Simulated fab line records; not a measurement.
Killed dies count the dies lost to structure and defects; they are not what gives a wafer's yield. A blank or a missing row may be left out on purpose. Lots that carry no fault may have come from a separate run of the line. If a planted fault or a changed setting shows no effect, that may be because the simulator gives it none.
Check of tool commonality + flow gf180mcu + 12 lots and 36 wafers in the sample

== REASON IT WAS OPENED ==
2 of 12 lots carry a flag on the reading NSD_TW at GF_NSD_TW_MEAS_12. No-fault wafers: 4205, standard deviation 43.
Rule: a lot gets a flag if all its wafers with a number sit over 4 standard deviations from that mean, or if no wafer of it has a number. The rest of the lots are taken to be sound.

| lot  | measured     | on            | NSD_TW, wafer by wafer | flag    |
|------|--------------|---------------|------------------------|---------|
| L270 | day 13 16:28 | film-metro-02 | 4169 4201 4213         |         |
| L272 | day 14 06:31 | film-metro-04 | 4227 4230 4251         |         |
| L275 | day 15 09:01 | film-metro-02 | 4245 4229 4240         |         |
| L279 | day 16 14:04 | film-metro-01 | 4166 4173 4171         |         |
| L281 | day 17 15:22 | film-metro-01 | 4469 4493 4469         | FLAGGED |
| L283 | day 18 04:44 | film-metro-02 | 4567 4601 4557         | FLAGGED |
| L284 | day 18 14:10 | film-metro-01 | 4145 4153 4171         |         |
| L287 | day 19 14:39 | film-metro-04 | 4262 4242 4254         |         |
| L288 | day 19 23:42 | film-metro-01 | 4198 4192 4173         |         |
| L290 | day 20 11:35 | film-metro-01 | 4169 4145 4128         |         |
| L291 | day 20 19:59 | film-metro-04 | 4232 4256 4243         |         |
| L292 | day 21 07:18 | film-metro-02 | 4209 4201 4215         |         |
The numbers of the flagged lots are 4526 on average: +321 against the usual, or +7 standard deviations.

== TOOL THAT RAN EACH LOT ==
The record holds 2 process steps before the reading, out of a route of 602 steps. Read each cell as the tool, then ch plus the chambers that the sampled wafers visited, then the start.
| lot  | flag    | GF_NSD_IMPLANT_09               | GF_NSD_STRIP_11                      |
|------|---------|---------------------------------|--------------------------------------|
| L270 |         | implanter-04 ch 0, day 13 16:04 | plasma-asher-01 ch 0,1, day 13 16:22 |
| L272 |         | implanter-04 ch 0, day 14 06:07 | plasma-asher-03 ch 0,1, day 14 06:25 |
| L275 |         | implanter-01 ch 0, day 15 08:38 | plasma-asher-01 ch 0,1, day 15 08:55 |
| L279 |         | implanter-03 ch 0, day 16 13:40 | plasma-asher-01 ch 0,1, day 16 13:58 |
| L281 | FLAGGED | implanter-03 ch 0, day 17 14:58 | plasma-asher-01 ch 0,1, day 17 15:16 |
| L283 | FLAGGED | implanter-03 ch 0, day 18 04:22 | plasma-asher-04 ch 0,1, day 18 04:38 |
| L284 |         | implanter-01 ch 0, day 18 13:47 | plasma-asher-04 ch 0,1, day 18 14:04 |
| L287 |         | implanter-04 ch 0, day 19 14:15 | plasma-asher-01 ch 0,1, day 19 14:33 |
| L288 |         | implanter-01 ch 0, day 19 23:18 | plasma-asher-01 ch 0,1, day 19 23:36 |
| L290 |         | implanter-04 ch 0, day 20 11:13 | plasma-asher-01 ch 0,1, day 20 11:29 |
| L291 |         | implanter-03 ch 0, day 20 19:37 | plasma-asher-01 ch 0,1, day 20 19:53 |
| L292 |         | implanter-04 ch 0, day 21 06:55 | plasma-asher-01 ch 0,1, day 21 07:11 |
What the steps here do:
- GF_NSD_IMPLANT_09
- GF_NSD_STRIP_11: strips in O2/N2.
- GF_NSD_TW_MEAS_12

== FLAGGED OVER TOTAL, TOOL BY TOOL (the gauges that took the reading come last) ==
| step              | tool            | lots run | flagged | share of the flagged lots | sound lots run after its first flagged lot |
|-------------------|-----------------|----------|---------|---------------------------|--------------------------------------------|
| GF_NSD_IMPLANT_09 | implanter-01    | 3        | 0       | none                      | -                                          |
| GF_NSD_IMPLANT_09 | implanter-03    | 4        | 2       | all                       | 1 (L291)                                   |
| GF_NSD_IMPLANT_09 | implanter-04    | 5        | 0       | none                      | -                                          |
| GF_NSD_STRIP_11   | plasma-asher-01 | 9        | 1       | some                      | 5 (L287,L288,L290,L291,L292)               |
| GF_NSD_STRIP_11   | plasma-asher-03 | 1        | 0       | none                      | -                                          |
| GF_NSD_STRIP_11   | plasma-asher-04 | 2        | 1       | some                      | 1 (L284)                                   |
| GF_NSD_TW_MEAS_12 | film-metro-01   | 5        | 1       | some                      | 3 (L284,L288,L290)                         |
| GF_NSD_TW_MEAS_12 | film-metro-02   | 4        | 1       | some                      | 1 (L292)                                   |
| GF_NSD_TW_MEAS_12 | film-metro-04   | 3        | 0       | none                      | -                                          |

== WHAT IS ALLOWED BY THE TABLE ==
Rows of the table that ran each flagged lot: 1, that is implanter-03 at GF_NSD_IMPLANT_09.
- implanter-03 at GF_NSD_IMPLANT_09 ran 4 lots, 2 of them flagged. After the first flagged lot (L291), sound lots still ran on it; a lasting fault on the whole tool would not permit that. Its own readings (beam-energy-keV) fall more than 4 standard deviations out on all wafers of the flagged lots.
Not one row of the table ran every flagged lot while running no sound lot after the first.

== WHAT WAS PUT IN BY THE SIMULATOR ==
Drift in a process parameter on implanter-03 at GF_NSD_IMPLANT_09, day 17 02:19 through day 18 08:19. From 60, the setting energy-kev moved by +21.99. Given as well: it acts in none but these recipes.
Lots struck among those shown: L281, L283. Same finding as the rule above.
